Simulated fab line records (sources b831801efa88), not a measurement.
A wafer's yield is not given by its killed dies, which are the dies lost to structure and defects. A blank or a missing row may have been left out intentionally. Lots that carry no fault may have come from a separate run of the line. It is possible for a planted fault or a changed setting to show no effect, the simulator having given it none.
8D (eight disciplines) problem report, filled in by code || flow sky130 || the parts of the form that need people (team, actions taken, sign-off) are left out

1. WHAT WENT WRONG
At SKY_GATE_OXIDE_OXIDATION_16, tube-center-temp-C averages 809.15 C over 6 wafers from 2 lots, while fault-free wafers read 799.99 C, standard deviation 0.069. That is +99 or more standard deviations from the usual mean.
The step: stabilise 600 s, purge 300 s, target thk 3.57 nm.
The first sign was on wafer L652.1 at day 14 23:29, on furnace-01. Wafers with a number at this step in the record: 42, from 14 lots. By rule, "out" or "out of limits" means more than 4 standard deviations away from the usual mean. The rest of the wafers with a number are treated as sound.

2. WHAT IT IS, WHAT IT ISN'T
{"question": "which readings at this step", "is": "tube-center-temp-C, spike-tc-bottom-C, spike-tc-centre-C, spike-tc-lower-C, spike-tc-upper-C, tube_center_temp_C_max", "is not": "-"}
{"question": "which lots", "is": "L652, L653", "is not": "L649, L650, L651, L657, L664, L665, L666, L668, L669, L670, L671, L672"}
{"question": "which wafers of those lots", "is": "all that have a number", "is not": "-"}
{"question": "read on which tools", "is": "furnace-01", "is not": "furnace-02"}
{"question": "when", "is": "from day 14 23:29", "is not": "up to then (9 sound wafers); but 27 sound wafers of L657, L664, L665, L666, L668, L669, L670, L671, L672 came after"}

3. THE SUSPECTS, EACH WITH WHAT RULES IT OUT
Counting: any tool at a process step up to the reading is kept as a suspect provided that every lot that is out went through it and no sound lot did after the first of them.
- furnace-01 at SKY_GATE_OXIDE_OXIDATION_16 (stabilise 600 s, purge 300 s, target thk 3.57 nm): ruled out as a lasting fault. The sound lots L664, L665, L666, L668, L669, L670, L671, L672 went through it after L652, its earliest lot that is out (day 14 23:29).
Left after counting: nothing in the record.

4. THE CAUSE (what the simulator had put in)
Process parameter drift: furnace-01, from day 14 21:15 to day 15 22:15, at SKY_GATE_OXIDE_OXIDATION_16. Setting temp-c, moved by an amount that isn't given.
Counting ruled it out, wrongly.

5. THE EFFECT CHAIN, in route order
Rows list readings where the struck wafers' mean (over those with a number) sits beyond 3 standard deviations from the usual. Readings are gone through only where the record gives a usual standard deviation; hours: the median, over the lots, of the time from a lot's start at the first step in this table giving one to that lot's start at this step; sigmas: the change measured in usual standard deviations.
{"hours": 0, "step": "SKY_GATE_OXIDE_OXIDATION_16", "reading": "spike-tc-bottom-C", "usual": "820.0 C", "on struck wafers": 829.1, "change": "+9.1", "sigmas": "+6.5"}
{"hours": 0, "step": "SKY_GATE_OXIDE_OXIDATION_16", "reading": "spike-tc-centre-C", "usual": "801.1 C", "on struck wafers": 810.5, "change": "+9.4", "sigmas": "+7.2"}
{"hours": 0, "step": "SKY_GATE_OXIDE_OXIDATION_16", "reading": "spike-tc-lower-C", "usual": "801.0 C", "on struck wafers": 810.1, "change": "+9.1", "sigmas": "+9.7"}
{"hours": 0, "step": "SKY_GATE_OXIDE_OXIDATION_16", "reading": "spike-tc-upper-C", "usual": "799.1 C", "on struck wafers": 809.0, "change": "+9.9", "sigmas": "+9.9"}
{"hours": 0, "step": "SKY_GATE_OXIDE_OXIDATION_16", "reading": "tube-center-temp-C", "usual": "799.99 C", "on struck wafers": 809.15, "change": "+9.16", "sigmas": "+99 or more"}
{"hours": 0, "step": "SKY_GATE_OXIDE_OXIDATION_16", "reading": "tube_center_temp_C_max", "usual": 802.1, "on struck wafers": 811.3, "change": "+9.2", "sigmas": "+25"}
Process steps it contains:
- SKY_GATE_OXIDE_OXIDATION_16: stabilise 600 s, purge 300 s, target thk 3.57 nm.

6. WHAT WOULD HAVE CAUGHT IT SOONER
In this record the first reading out of limits was taken at day 14 23:29, 2 hours after the fault began at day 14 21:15.
